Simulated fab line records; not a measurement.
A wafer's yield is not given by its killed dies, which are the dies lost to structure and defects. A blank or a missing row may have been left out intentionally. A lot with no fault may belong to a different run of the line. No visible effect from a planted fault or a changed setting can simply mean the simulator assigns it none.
Split-lot experiment :: flow sky130 :: 5 lots, 23 wafers read, on a route of 708 steps

ON THE SPLIT
At SKY_LI_CONTACT_HDPCVD_00 (deposits PSG, target thk 930 nm, time 155 s), the setting timeS was moved away from the recipe's 155 s on 4 of the 23 wafers read, by -14.1% to -11.1%. The other wafers ran this setting at the recipe's value.

The file shows no step between the split and the reading.

THE READING
LI_CONTACT_HDPCVD_THK (nm), taken at SKY_LI_CONTACT_THK_MEAS_01. A value of 929 nm with a standard deviation of 9.7 nm is what fault-free wafers of this fab line usually give.

wafer: L076.2
tool, chamber at the split: hdpcvd-02, 0
timeS as run, s: 155
against the recipe: recipe
LI_CONTACT_HDPCVD_THK, nm: 929
against lot-mates on the recipe: -

wafer: L076.3
tool, chamber at the split: hdpcvd-02, 2
timeS as run, s: 155
against the recipe: recipe
LI_CONTACT_HDPCVD_THK, nm: 934
against lot-mates on the recipe: -

wafer: L076.4
tool, chamber at the split: hdpcvd-02, 1
timeS as run, s: 137.8
against the recipe: -11.1%
LI_CONTACT_HDPCVD_THK, nm: 821
against lot-mates on the recipe: -110

wafer: L076.5
tool, chamber at the split: hdpcvd-02, 2
timeS as run, s: 155
against the recipe: recipe
LI_CONTACT_HDPCVD_THK, nm: 931
against lot-mates on the recipe: -

wafer: L076.6
tool, chamber at the split: hdpcvd-02, 0
timeS as run, s: 137.8
against the recipe: -11.1%
LI_CONTACT_HDPCVD_THK, nm: 827
against lot-mates on the recipe: -104

wafer: L079.1
tool, chamber at the split: hdpcvd-02, 1,2
timeS as run, s: 155
against the recipe: recipe
LI_CONTACT_HDPCVD_THK, nm: 916
against lot-mates on the recipe: -

wafer: L079.2
tool, chamber at the split: hdpcvd-02, 1,2
timeS as run, s: 155
against the recipe: recipe
LI_CONTACT_HDPCVD_THK, nm: 916
against lot-mates on the recipe: -

wafer: L079.3
tool, chamber at the split: hdpcvd-02, 0
timeS as run, s: 133.1
against the recipe: -14.1%
LI_CONTACT_HDPCVD_THK, nm: 798
against lot-mates on the recipe: -122

wafer: L079.4
tool, chamber at the split: hdpcvd-02, 2
timeS as run, s: 155
against the recipe: recipe
LI_CONTACT_HDPCVD_THK, nm: 928
against lot-mates on the recipe: -

wafer: L079.5
tool, chamber at the split: hdpcvd-02, 1
timeS as run, s: 133.1
against the recipe: -14.1%
LI_CONTACT_HDPCVD_THK, nm: 790
against lot-mates on the recipe: -130

wafer: L081.1
tool, chamber at the split: hdpcvd-01, 1
timeS as run, s: 155
against the recipe: recipe
LI_CONTACT_HDPCVD_THK, nm: 928
against lot-mates on the recipe: -

wafer: L081.2
tool, chamber at the split: hdpcvd-01, 0
timeS as run, s: 155
against the recipe: recipe
LI_CONTACT_HDPCVD_THK, nm: 945
against lot-mates on the recipe: -

wafer: L081.6
tool, chamber at the split: hdpcvd-01, 1
timeS as run, s: 155
against the recipe: recipe
LI_CONTACT_HDPCVD_THK, nm: 934
against lot-mates on the recipe: -

wafer: L080.1
tool, chamber at the split: hdpcvd-01, 1
timeS as run, s: 155
against the recipe: recipe
LI_CONTACT_HDPCVD_THK, nm: 931
against lot-mates on the recipe: -

wafer: L080.3
tool, chamber at the split: hdpcvd-01, 0
timeS as run, s: 155
against the recipe: recipe
LI_CONTACT_HDPCVD_THK, nm: 926
against lot-mates on the recipe: -

wafer: L080.4
tool, chamber at the split: hdpcvd-01, 2
timeS as run, s: 155
against the recipe: recipe
LI_CONTACT_HDPCVD_THK, nm: 914
against lot-mates on the recipe: -

wafer: L080.5
tool, chamber at the split: hdpcvd-01, 1
timeS as run, s: 155
against the recipe: recipe
LI_CONTACT_HDPCVD_THK, nm: 919
against lot-mates on the recipe: -

wafer: L080.6
tool, chamber at the split: hdpcvd-01, 0
timeS as run, s: 155
against the recipe: recipe
LI_CONTACT_HDPCVD_THK, nm: 936
against lot-mates on the recipe: -

wafer: L085.1
tool, chamber at the split: hdpcvd-01, 1
timeS as run, s: 155
against the recipe: recipe
LI_CONTACT_HDPCVD_THK, nm: 937
against lot-mates on the recipe: -

wafer: L085.2
tool, chamber at the split: hdpcvd-01, 0
timeS as run, s: 155
against the recipe: recipe
LI_CONTACT_HDPCVD_THK, nm: 949
against lot-mates on the recipe: -

wafer: L085.4
tool, chamber at the split: hdpcvd-01, 0
timeS as run, s: 155
against the recipe: recipe
LI_CONTACT_HDPCVD_THK, nm: 946
against lot-mates on the recipe: -

wafer: L085.5
tool, chamber at the split: hdpcvd-01, 1
timeS as run, s: 155
against the recipe: recipe
LI_CONTACT_HDPCVD_THK, nm: 957
against lot-mates on the recipe: -

wafer: L085.6
tool, chamber at the split: hdpcvd-01, 2
timeS as run, s: 155
against the recipe: recipe
LI_CONTACT_HDPCVD_THK, nm: 931
against lot-mates on the recipe: -
Where a row lists several chambers, the file gives one row for several wafers and doesn't say which wafer went through which chamber.

THE FIT
A straight line over all 23 wafers: LI_CONTACT_HDPCVD_THK changes by +9.75 nm for each +1% of timeS; r = +0.98; the points scatter about the line by 11 nm.
The same after taking each lot's own level away (the mean of its wafers on the recipe; 23 wafers): +9.2 nm for each +1%; r = +0.99; scatter 7.3 nm.
The reading moves by 1.3e+02 nm for the largest change in timeS, on that fit.
The lots' own levels span 920.0 to 944.0 nm, that is 2.5 times the standard deviation above.
So the lot-to-lot level changes the slope little: the two slopes agree.
Check: with one of the wafers moved furthest among these (-14.1%) left out of the fit, the line predicts -134 nm for it against its lot-mates. It came out at -122 nm against them.

FURTHER SPLITS ON THESE WAFERS
Before the reading, these wafers also passed through other splits. Each is held against what the fit with the lots' levels taken away leaves over:
other split on the same wafers: SKY_POLY_CUT_EXPOSE_05 doseMj
wafers away from the commonest value: 7
r with LI_CONTACT_HDPCVD_THK (lot level and that fit taken away): -0.43

other split on the same wafers: SKY_SD_P_DEVELOP_06 devTempC
wafers away from the commonest value: 8
r with LI_CONTACT_HDPCVD_THK (lot level and that fit taken away): +0.13

other split on the same wafers: SKY_RES_XHIGH_COAT_02 resistThkNm
wafers away from the commonest value: 9
r with LI_CONTACT_HDPCVD_THK (lot level and that fit taken away): +0.15

other split on the same wafers: SKY_RES_XHIGH_IMPLANT_07 energyKev
wafers away from the commonest value: 5
r with LI_CONTACT_HDPCVD_THK (lot level and that fit taken away): +0.24

other split on the same wafers: SKY_SD_N_COAT_02 resistThkNm
wafers away from the commonest value: 7
r with LI_CONTACT_HDPCVD_THK (lot level and that fit taken away): -0.19

other split on the same wafers: SKY_SD_N_STRIP_11 powerW
wafers away from the commonest value: 3
r with LI_CONTACT_HDPCVD_THK (lot level and that fit taken away): +0.30

THE WHOLE CHAIN: every reading that the file lists as answering this split, in the file's order
step: SKY_LI_CONTACT_HDPCVD_00
what it does: deposits PSG, target thk 930 nm, time 155 s
reading: PSG_of_LI_CONTACT_HDPCVD_00.thkNm (the simulator's own value, which no gauge read)
change (the file's fit): +9.22 nm for each +1% of the setting
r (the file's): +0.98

step: SKY_LI_CONTACT_THK_MEAS_01
what it does: 
reading: LI_CONTACT_HDPCVD_THK
change (the file's fit): +9.24 for each +1% of the setting
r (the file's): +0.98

step: SKY_LI_CONTACT_CMP_02
what it does: polishes PSG
reading: timeToEndpointS
change (the file's fit): withheld for each +1% of the setting
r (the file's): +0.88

FILE'S OWN FIT
LI_CONTACT_HDPCVD_THK changes by +9.24 nm for each +1% of timeS, r = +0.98.
